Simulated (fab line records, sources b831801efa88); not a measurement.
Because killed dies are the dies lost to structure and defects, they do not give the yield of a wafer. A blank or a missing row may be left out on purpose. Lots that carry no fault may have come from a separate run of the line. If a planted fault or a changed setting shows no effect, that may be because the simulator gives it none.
fab line records	flow gf180mcu
record: lots: 15	wafers: 45	lastDay: 34
route steps=602 shown V2@398 M3@415
lots that met no fault: taken from a fault-free run of the same line
startH: the number of hours between the record's first day and the start of the first shown wafer of the lot	waitH: time in hours since the lot's previous step	" identical to the entry in the row above	L1.1+2: several wafers, shown together as one row	- either no value or no given start	* or withheld: withheld	< > ~ a bound
route shown NAME@n: a module of which the file shows steps, and the number in the route of the first	usual: the fault-free wafers' mean and standard deviation	same: alike in all rows	chamber/n: place in a boat	sites: readings site by site	_std_site: the standard deviation of these	_edge_site: the outer-site mean with the inner-site mean subtracted	radiusMm: how far each site lies from the wafer's centre	mask NAME#n: copy n	behind: the last tool/chamber to shape the wafer	hold: reason for holding the lot/hours on hold/outcome of the hold	device: names the non-switching transistor (n, p or np)	end of line: the same wafers' tests at the end of the route	a step given without rows: its recipe and nothing more	killed: at the first sort, the dies lost to defects and structure; wafer yield is something else	map: shows each die of a wafer: x if killed, . if not, _ if none is there
set.NAME: the setting the step ran with; set.NAME@STEP: the setting that earlier step ran with	model.NAME: the simulator's own value behind a step, which no gauge read
the route's steps for a sample of lots (tables are steps, rows are wafers)
services: a tool's chamber out of use, with start hour (startH, from the record's first day; less than 0 if before it), hours out, and reason
== steps ==
step: GF_V2_ETCH_16
recipe: chemistry: N2/H2	targetDepthA: withheld	overetchA: withheld	timeS: withheld	target: BARC	ionEnergyEv: 200	sourceW: 500	biasW: 100	pressureMtorr: 30	n2FlowSccm: 100	h2FlowSccm: 200
usual: drypumpMotorCurrentA: 5.8/0.43	oesProductAu: 0.854/0.0051	throttleValvePct: 13.224/0.0092
lot.wafer	tool	chamber	startH	waitH	drypumpMotorCurrentA	oesProductAu	throttleValvePct
L391.2	rieDiel-02	0	446.16	0.0	5.0	0.851	13.213
L391.3	"	3	"	"	5.3	0.864	13.228
L391.5	"	2	"	"	5.6	0.852	13.231
L392.3	rieDiel-02	2	464.71	0.0	5.6	0.852	13.229
L392.4	"	3	"	"	5.3	0.854	13.211
L392.5	"	0	"	"	5.1	0.862	13.239
L394.2	rieDiel-01	2	486.71	0.0	5.7	0.855	13.233
L394.4	"	3	"	"	6.8	0.855	13.237
L394.5	"	2	"	"	5.6	0.852	13.212
L396.1	rieDiel-02	2	509.35	0.0	5.6	0.845	13.232
L396.2	"	3	"	"	5.3	0.861	13.219
L396.3	"	1	"	"	6.1	0.854	13.216
L397.1	rieDiel-01	1	524.31	0.0	6.6	0.851	13.245
L397.2	"	0	"	"	5.3	0.856	13.215
L397.6	"	3	"	"	6.7	0.847	13.216
L398.1	rieDiel-02	1	526.45	0.0	6.1	0.850	13.218
L398.2	"	0	"	"	5.1	0.858	13.208
L398.4	"	2	"	"	5.6	0.853	13.233
L400.2	rieDiel-04	0	556.65	0.0	6.0	0.859	13.221
L400.3	"	2	"	"	5.6	0.854	13.226
L400.4	"	0	"	"	6.0	0.858	13.240
L401.2	rieDiel-02	1	566.15	0.0	6.1	0.849	13.215
L401.5	"	1	"	"	6.1	0.861	13.229
L401.6	"	0	"	"	5.1	0.855	13.228
L402.1	rieDiel-04	2	567.50	0.0	5.6	0.859	13.224
L402.2	"	1	"	"	5.6	0.853	13.218
L402.6	"	1	"	"	5.7	0.856	13.220
L409.1	rieDiel-02	3	615.25	0.0	5.3	0.854	13.214
L409.3	"	2	"	"	5.6	0.852	13.236
L409.4	"	1	"	"	6.1	0.852	13.228
L410.1	rieDiel-04	3	619.20	0.0	6.2	0.854	13.212
L410.4	"	3	"	"	6.2	0.850	13.230
L410.5	"	0	"	"	6.1	0.852	13.220
L411.1	rieDiel-04	3	624.65	0.0	6.1	0.856	13.231
L411.4	"	0	"	"	6.0	0.860	13.227
L411.6	"	0	"	"	6.1	0.856	13.218
L412.1	rieDiel-04	3	627.61	0.0	6.2	0.853	13.221
L412.3	"	1	"	"	5.6	0.865	13.223
L412.6	"	3	"	"	6.2	0.854	13.226
L413.2	rieDiel-01	0	634.55	0.0	5.3	0.857	13.210
L413.3	"	2	"	"	5.7	0.857	13.226
L413.4	"	3	"	"	6.8	0.852	13.228
L414.1	rieDiel-02	2	641.85	0.0	5.6	0.853	13.241
L414.4	"	3	"	"	5.3	0.856	13.235
L414.6	"	2	"	"	5.6	0.861	13.239
step: GF_V2_CVD_23
recipe: material: W	targetThkNm: 350	timeS: 104.94	tempC: 400	pressureTorr: 40
usual: heaterPowerW: 784/61
lot.wafer	tool	chamber	startH	waitH	heaterPowerW	sinceWetCleanH
L391.2	cvdW-01	0	446.95	0.0	863	43
L391.3	"	1	"	"	762	-
L391.5	"	1	"	"	770	-
L392.3	cvdW-02	0	465.54	0.1	697	-
L392.4	"	1	"	"	826	-
L392.5	"	1	"	"	820	-
L394.2	cvdW-02	1	487.48	0.0	817	583
L394.4	"	1	"	"	812	-
L394.5	"	0	"	"	673	-
L396.1	cvdW-01	1	510.15	0.0	772	106
L396.2	"	0	"	"	838	106
L396.3	"	0	"	"	857	-
L397.1	cvdW-01	0	525.07	0.0	834	121
L397.2	"	1	"	"	774	121
L397.6	"	0	"	"	872	-
L398.1	cvdW-02	1	527.25	0.0	814	623
L398.2	"	0	"	"	694	623
L398.4	"	1	"	"	826	-
L400.2	cvdW-01	1	557.45	0.0	766	153
L400.3	"	1	"	"	767	-
L400.4	"	0	"	"	852	-
L401.2	cvdW-02	1	566.96	0.1	820	-
L401.5	"	1	"	"	830	-
L401.6	"	1	"	"	819	-
L402.1	cvdW-01	1	568.30	0.0	788	164
L402.2	"	0	"	"	864	164
L402.6	"	0	"	"	867	-
L409.1	cvdW-01	0	616.02	0.0	868	212
L409.3	"	0	"	"	864	-
L409.4	"	1	"	"	755	-
L410.1	cvdW-01	1	619.98	0.0	763	216
L410.4	"	1	"	"	783	-
L410.5	"	0	"	"	867	-
L411.1	cvdW-01	1	625.45	0.0	785	221
L411.4	"	0	"	"	876	-
L411.6	"	0	"	"	857	-
L412.1	cvdW-02	1	628.43	0.0	827	724
L412.3	"	0	"	"	698	-
L412.6	"	1	"	"	816	-
L413.2	cvdW-02	1	635.32	0.0	825	731
L413.3	"	1	"	"	824	-
L413.4	"	0	"	"	680	-
L414.1	cvdW-02	1	642.62	0.0	843	739
L414.4	"	1	"	"	845	-
L414.6	"	1	"	"	832	-
step: GF_M3_THK_MEAS_06
recipe: thkMeasGauge: xrf	reads: AlCu_of_M3_SPUTTER_02
usual: M3_ALCU_THK: 456/4.6
lot.wafer	tool	chamber	startH	waitH	M3_ALCU_THK[nm]
L391.2	filmMetro-04	-	447.94	0.1	457
L391.3	"	-	"	"	458
L391.5	"	-	"	"	453
L392.3	filmMetro-04	-	466.45	0.1	456
L392.4	"	-	"	"	453
L392.5	"	-	"	"	452
L394.2	filmMetro-02	-	488.42	0.1	460
L394.4	"	-	"	"	455
L394.5	"	-	"	"	450
L396.1	filmMetro-04	-	511.08	0.1	464
L396.2	"	-	"	"	463
L396.3	"	-	"	"	459
L397.1	filmMetro-02	-	526.00	0.1	449
L397.2	"	-	"	"	457
L397.6	"	-	"	"	455
L398.1	filmMetro-03	-	528.18	0.1	454
L398.2	"	-	"	"	461
L398.4	"	-	"	"	449
L400.2	filmMetro-02	-	558.39	0.1	451
L400.3	"	-	"	"	452
L400.4	"	-	"	"	450
L401.2	filmMetro-02	-	567.98	0.1	455
L401.5	"	-	"	"	461
L401.6	"	-	"	"	455
L402.1	filmMetro-04	-	569.23	0.1	453
L402.2	"	-	"	"	455
L402.6	"	-	"	"	456
L409.1	filmMetro-02	-	616.96	0.1	453
L409.3	"	-	"	"	451
L409.4	"	-	"	"	448
L410.1	filmMetro-03	-	621.12	0.1	459
L410.4	"	-	"	"	454
L410.5	"	-	"	"	457
L411.1	filmMetro-03	-	626.38	0.1	460
L411.4	"	-	"	"	456
L411.6	"	-	"	"	459
L412.1	filmMetro-02	-	629.37	0.1	458
L412.3	"	-	"	"	454
L412.6	"	-	"	"	461
L413.2	filmMetro-02	-	636.26	0.1	452
L413.3	"	-	"	"	458
L413.4	"	-	"	"	453
L414.1	filmMetro-04	-	643.55	0.1	458
L414.4	"	-	"	"	458
L414.6	"	-	"	"	454
step: GF_M3_EXPOSE_11
recipe: maskId: Metal3	targetCdNm: 280	na: 0.68	sourceShape: conventional	sigmaOuter: 0.6	doseMj: 28
usual: exposureDoseMJCm2: 28.007/0.026	focusOffsetNm: -0.1/0.51	na: 0.68/0	reticleTempC: 23.00/0.11
lot.wafer	tool	chamber	startH	waitH	mask	exposureDoseMJCm2	focusOffsetNm	na	reticleTempC
L391.2	krfScanner-01	0	460.65	-	Metal3#0	28.010	-0.3	0.68	23.06
L391.3	"	0	"	"	Metal3#0	28.003	-0.9	0.68	23.13
L391.5	"	0	"	"	Metal3#0	27.988	-0.4	0.68	23.09
L392.3	krfScanner-01	0	478.94	-	Metal3#0	28.000	0.5	0.68	23.14
L392.4	"	0	"	"	Metal3#0	27.967	-0.1	0.68	23.09
L392.5	"	0	"	"	Metal3#0	28.025	0.6	0.68	23.23
L394.2	krfScanner-02	0	500.29	-	Metal3#0	27.985	0.1	0.68	23.02
L394.4	"	0	"	"	Metal3#0	28.022	-0.6	0.68	23.10
L394.5	"	0	"	"	Metal3#0	28.050	-0.4	0.68	23.10
L396.1	krfScanner-02	0	522.39	-	Metal3#0	28.062	-0.7	0.68	23.10
L396.2	"	0	"	"	Metal3#0	27.973	0.1	0.68	22.99
L396.3	"	0	"	"	Metal3#0	28.009	-0.3	0.68	23.16
L397.1	krfScanner-01	0	537.37	-	Metal3#0	28.036	-0.7	0.68	23.00
L397.2	"	0	"	"	Metal3#0	27.991	-0.5	0.68	23.15
L397.6	"	0	"	"	Metal3#0	28.028	-0.1	0.68	23.13
L398.1	krfScanner-02	0	539.28	-	Metal3#0	27.964	-0.5	0.68	22.86
L398.2	"	0	"	"	Metal3#0	27.985	0.1	0.68	22.84
L398.4	"	0	"	"	Metal3#0	27.964	0.5	0.68	22.81
L400.2	krfScanner-02	-	568.62	-	Metal3#0	-	-	-	-
L400.3	"	-	"	"	Metal3#0	-	-	-	-
L400.4	"	-	"	"	Metal3#0	-	-	-	-
L401.2	krfScanner-02	-	578.60	-	Metal3#0	-	-	-	-
L401.5	"	-	"	"	Metal3#0	-	-	-	-
L401.6	"	-	"	"	Metal3#0	-	-	-	-
L402.1	krfScanner-02	-	580.15	-	Metal3#0	-	-	-	-
L402.2	"	-	"	"	Metal3#0	-	-	-	-
L402.6	"	-	"	"	Metal3#0	-	-	-	-
L409.1	krfScanner-01	0	626.96	-	Metal3#0	27.992	0.3	0.68	22.94
L409.3	"	0	"	"	Metal3#0	28.025	0.2	0.68	22.99
L409.4	"	0	"	"	Metal3#0	27.993	-0.1	0.68	23.03
L410.1	krfScanner-01	0	631.30	-	Metal3#0	27.988	1.2	0.68	22.94
L410.4	"	0	"	"	Metal3#0	27.953	0.2	0.68	22.98
L410.5	"	0	"	"	Metal3#0	27.974	0.0	0.68	22.91
L411.1	krfScanner-01	0	636.23	-	Metal3#0	27.989	-0.4	0.68	23.09
L411.4	"	0	"	"	Metal3#0	28.009	-0.9	0.68	23.09
L411.6	"	0	"	"	Metal3#0	27.974	-1.1	0.68	23.12
L412.1	krfScanner-01	0	639.08	-	Metal3#0	28.032	0.7	0.68	22.95
L412.3	"	0	"	"	Metal3#0	28.020	-0.4	0.68	22.95
L412.6	"	0	"	"	Metal3#0	28.008	-0.4	0.68	22.88
L413.2	krfScanner-01	0	646.02	-	Metal3#0	27.984	0.0	0.68	22.94
L413.3	"	0	"	"	Metal3#0	27.986	0.4	0.68	23.02
L413.4	"	0	"	"	Metal3#0	27.986	0.1	0.68	22.96
L414.1	krfScanner-02	0	653.72	-	Metal3#0	28.042	-0.4	0.68	22.97
L414.4	"	0	"	"	Metal3#0	27.992	-0.6	0.68	22.97
L414.6	"	0	"	"	Metal3#0	28.017	-1.6	0.68	22.86
== services ==
tool	chamber	startH	hours	kind
krfScanner-02	-	424.52	4.0	pm
cvdW-02	0	428.44	26.2	repair
krfScanner-02	-	435.95	1.0	pm
krfScanner-01	-	438.22	0.5	repair
krfScanner-02	-	447.44	0.8	pm
rieDiel-04	-	454.14	1.0	repair
cvdW-01	-	465.67	2.8	pm
rieDiel-02	0	502.22	21.8	repair
krfScanner-01	-	515.19	0.8	pm
krfScanner-02	-	527.35	0.2	repair
cvdW-01	1	527.55	18.2	repair
krfScanner-02	-	530.12	0.1	repair
krfScanner-02	-	541.14	1.3	pm
krfScanner-01	-	554.30	1.0	pm
krfScanner-01	-	559.16	11.6	pm
krfScanner-02	-	581.99	3.6	pm
rieDiel-02	3	583.94	7.8	repair
cvdW-01	-	586.98	6.9	pm
krfScanner-01	-	596.25	1.3	pm
krfScanner-02	-	604.97	1.0	pm
rieDiel-02	1	616.00	30.3	repair
krfScanner-02	-	616.24	0.8	pm
krfScanner-02	-	631.40	0.2	repair
cvdW-02	-	646.32	2.8	pm
== key ==
firstSign: step: GF_M3_EXPOSE_11	reading: toolRecord	direction: missing
effect none on later readings
metAt GF_M3_EXPOSE_11
struckLots L400,L401,L402
laterRowsLeftOut L400.2,L400.3,L400.4,L401.2,L401.5,L401.6,L402.1,L402.2,L402.6
sortLeftOut L400.2,L400.3,L400.4,L401.2,L401.5,L401.6,L402.1,L402.2,L402.6
notActingAt GF_V2_ETCH_16,GF_V2_CVD_23,GF_M3_THK_MEAS_06
onsetBetween 539.28 568.62
fault: kind: skippedStepWhole	tool: krfScanner-02	chamber: -	onsetH: 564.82	steps: GF_M3_EXPOSE_11	scope: struckLotsOnly
sortLeftOut: the simulated sort isn't trusted on such a fault, so these wafers' sort isn't shown, and their yield isn't known
laterRowsLeftOut: the simulator's readings of these wafers behind a module that went badly wrong aren't trusted and aren't shown, but for the sort
